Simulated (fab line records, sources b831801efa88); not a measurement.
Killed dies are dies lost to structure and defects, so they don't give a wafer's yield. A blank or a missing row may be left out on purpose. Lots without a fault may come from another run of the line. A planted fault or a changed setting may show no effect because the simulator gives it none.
Which tool did it? | flow gf180mcu | 14 lots, 42 wafers sampled, at 2 steps of a route of 602

WHAT THE GAUGES READ, wafer by wafer
GF_V4_THK_MEAS_25: measures by xrf. Usual: V4_W_THK 354 nm, standard deviation 5.2.
lot  | measured     | on            | V4_W_THK (nm) | flag
L642 | day 24 14:14 | film_metro-03 | 343 353 345   |
L643 | day 24 21:19 | film_metro-03 | 354 355 351   |
L644 | day 24 23:32 | film_metro-01 | 359 364 362   |
L646 | day 25 11:13 | film_metro-01 | 360 355 362   |
L648 | day 26 17:38 | film_metro-02 | 360 356 361   |
L647 | day 26 18:42 | film_metro-02 | 357 359 362   |
L653 | day 27 23:25 | film_metro-03 | 353 350 351   |
L654 | day 28 05:42 | film_metro-03 | 354 344 352   |
L655 | day 28 06:58 | film_metro-02 | 352 355 358   |
L656 | day 28 23:06 | film_metro-02 | 358 360 362   |
L658 | day 29 14:30 | film_metro-01 | 346 351 351   |
L664 | day 31 06:37 | film_metro-01 | 356 357 353   |
L663 | day 31 06:49 | film_metro-03 | 355 352 355   |
L665 | day 31 11:45 | film_metro-01 | 347 349 350   |

WHICH TOOL RAN EACH LOT (tool, then ch and the chambers of the sampled wafers, then the start)
lot  | GF_HV_LDD_ETCHBACK_58
L642 | rie_diel-04 ch 1,2,3, day 12 19:45
L643 | rie_diel-03 ch 0,1,3, day 13 01:54
L644 | rie_diel-01 ch 0,3, day 13 02:12
L646 | rie_diel-04 ch 0,2,3, day 13 15:17
L648 | rie_diel-04 ch 1,2,3, day 14 17:26
L647 | rie_diel-03 ch 0,2,3, day 14 17:32
L653 | rie_diel-01 ch 1,2,3, day 16 00:54
L654 | rie_diel-03 ch 0,1,2, day 16 10:27
L655 | rie_diel-04 ch 0,1,2, day 16 11:08
L656 | rie_diel-04 ch 1,2,3, day 17 07:29
L658 | rie_diel-01 ch 0,1,2, day 17 22:24
L664 | rie_diel-04 ch 0,1,2, day 20 00:18
L663 | rie_diel-03 ch 0,1,2, day 20 01:44
L665 | rie_diel-04 ch 0,1, day 20 13:27
- GF_HV_LDD_ETCHBACK_58: etches Si3N4 in CH3F/O2, stops on SiO2, time 100 s, target depth 90 nm.

WHAT THE TOOLS THEMSELVES READ (means of the sampled wafers that have a number; where no wafer has one, the mark that the record gives instead)
GF_HV_LDD_ETCHBACK_58. Usual: drypump_motor_current_A 5.9 A, standard deviation 0.4; oes_product_au 0.842 a.u., standard deviation 0.0059; throttle_valve_pct 10.561 %, standard deviation 0.0094.
lot  | tool        | drypump_motor_current_A (A) | oes_product_au (a.u.) | throttle_valve_pct (%) | flag
L642 | rie_diel-04 | 5.9                         | 0.837                 | 10.567                 |
L643 | rie_diel-03 | 6.0                         | 0.838                 | 10.562                 |
L644 | rie_diel-01 | 5.5                         | 0.842                 | 10.564                 |
L646 | rie_diel-04 | 5.9                         | 0.837                 | 10.558                 |
L648 | rie_diel-04 | 5.9                         | 0.836                 | 10.548                 |
L647 | rie_diel-03 | 6.1                         | 0.846                 | 10.557                 |
L653 | rie_diel-01 | 6.2                         | 0.842                 | 10.560                 |
L654 | rie_diel-03 | 5.8                         | 0.839                 | 10.561                 |
L655 | rie_diel-04 | 5.9                         | 0.842                 | 10.559                 |
L656 | rie_diel-04 | 5.9                         | 0.840                 | 10.559                 |
L658 | rie_diel-01 | 5.8                         | 0.850                 | 10.555                 |
L664 | rie_diel-04 | 5.9                         | 0.843                 | 10.555                 |
L663 | rie_diel-03 | 5.8                         | 0.846                 | 10.558                 |
L665 | rie_diel-04 | 5.7                         | 0.834                 | 10.564                 |

THE ANSWER, worked out from the rows above alone
Rule: a lot is off if the mean of its wafers that have a number lies more than 3 standard deviations from the usual mean. A lot without any number at a reading at which 4 lots or more have one is off too. The other lots that the step has rows for count as sound. The gauges are gone through in route order, then the tools' own readings, and for those a lot's mean is taken as printed above. The first step at which some lot is off is used, and at that step the reading that is off furthest; a lot without a number counts as furthest.
No lot is off at any reading shown: from this, nothing can be told.

WHAT THE SIMULATOR HAD PUT IN
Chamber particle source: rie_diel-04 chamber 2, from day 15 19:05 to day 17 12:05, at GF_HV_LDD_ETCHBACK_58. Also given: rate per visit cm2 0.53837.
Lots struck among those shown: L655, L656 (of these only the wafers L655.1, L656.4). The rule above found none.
